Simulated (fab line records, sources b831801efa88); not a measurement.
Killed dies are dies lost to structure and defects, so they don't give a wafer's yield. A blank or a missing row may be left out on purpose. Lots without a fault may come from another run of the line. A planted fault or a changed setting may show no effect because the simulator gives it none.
Which tool did it? | flow sky130 | 14 lots, 42 wafers sampled, at 2 steps of a route of 708

WHAT THE GAUGES READ, wafer by wafer
The record holds no reading of a measuring or inspecting step that can be judged against a usual standard deviation.

WHICH TOOL RAN EACH LOT (tool, then ch and the chambers of the sampled wafers, then the start)
lot  | SKY_FIELD_ISO_WET_ETCH_28      | SKY_PAD_OPEN_PROBE_99
L733 | wet_bench-02 ch 3, day 2 20:55 | -
L735 | wet_bench-01 ch 2, day 3 06:31 | -
L736 | wet_bench-02 ch 3, day 3 12:11 | -
L738 | wet_bench-01 ch 0, day 3 20:50 | -
L739 | wet_bench-02 ch 3, day 3 21:58 | -
L740 | wet_bench-04 ch 1, day 4 04:50 | -
L741 | wet_bench-04 ch 3, day 4 09:08 | -
L742 | wet_bench-01 ch 0, day 4 14:20 | -
L743 | wet_bench-04 ch 0, day 4 18:45 | -
L747 | wet_bench-02 ch 0, day 5 18:32 | -
L749 | wet_bench-02 ch 1, day 6 01:29 | prober-01, day 49 21:25
L750 | wet_bench-02 ch 0, day 6 07:27 | prober-02, day 50 04:31
L752 | wet_bench-01 ch 1, day 6 20:50 | -
L755 | wet_bench-01 ch 2, day 7 09:41 | -
- SKY_FIELD_ISO_WET_ETCH_28: etches SiO2 in dHF, target depth 23.7 nm, time 47 s.
- SKY_PAD_OPEN_PROBE_99

WHAT THE TOOLS THEMSELVES READ (means of the sampled wafers that have a number; where no wafer has one, the mark that the record gives instead)
SKY_PAD_OPEN_PROBE_99.
lot  | tool      | killed_at_M0_to_M3 | killed_at_M4_up | killed_at_contacts | killed_at_front_end | killed_at_other | killed_dies | killed_open | killed_short
L749 | prober-01 | 45                 | 3.7             | 19                 | 64                  | 0.0             | 132         | 44          | 41
L750 | prober-02 | 38                 | 3.7             | 26                 | 64                  | 0.0             | 131         | 42          | 38

THE ANSWER, worked out from the rows above alone
Rule: what is usual is taken from the lots themselves. Put in order of their means at a reading, lots are off if they are a third of the lots or fewer, leave a main group of 4 or more, and stand apart from it by a gap of 3 or more times the standard deviation of the main group's means; of several such gaps the widest counts. A main group whose means are all the same, to the digits that the tables above print for the reading, isn't used. A lot without any number at a reading at which 4 lots or more have one is off too. The other lots that the step has rows for count as sound. The gauges are gone through in route order, then the tools' own readings, and for those a lot's mean is taken as printed above. The first step at which some lot is off is used, and at that step the reading that is off furthest; a lot without a number counts as furthest.
No lot is off at any reading shown: from this, nothing can be told.

WHAT THE SIMULATOR HAD PUT IN
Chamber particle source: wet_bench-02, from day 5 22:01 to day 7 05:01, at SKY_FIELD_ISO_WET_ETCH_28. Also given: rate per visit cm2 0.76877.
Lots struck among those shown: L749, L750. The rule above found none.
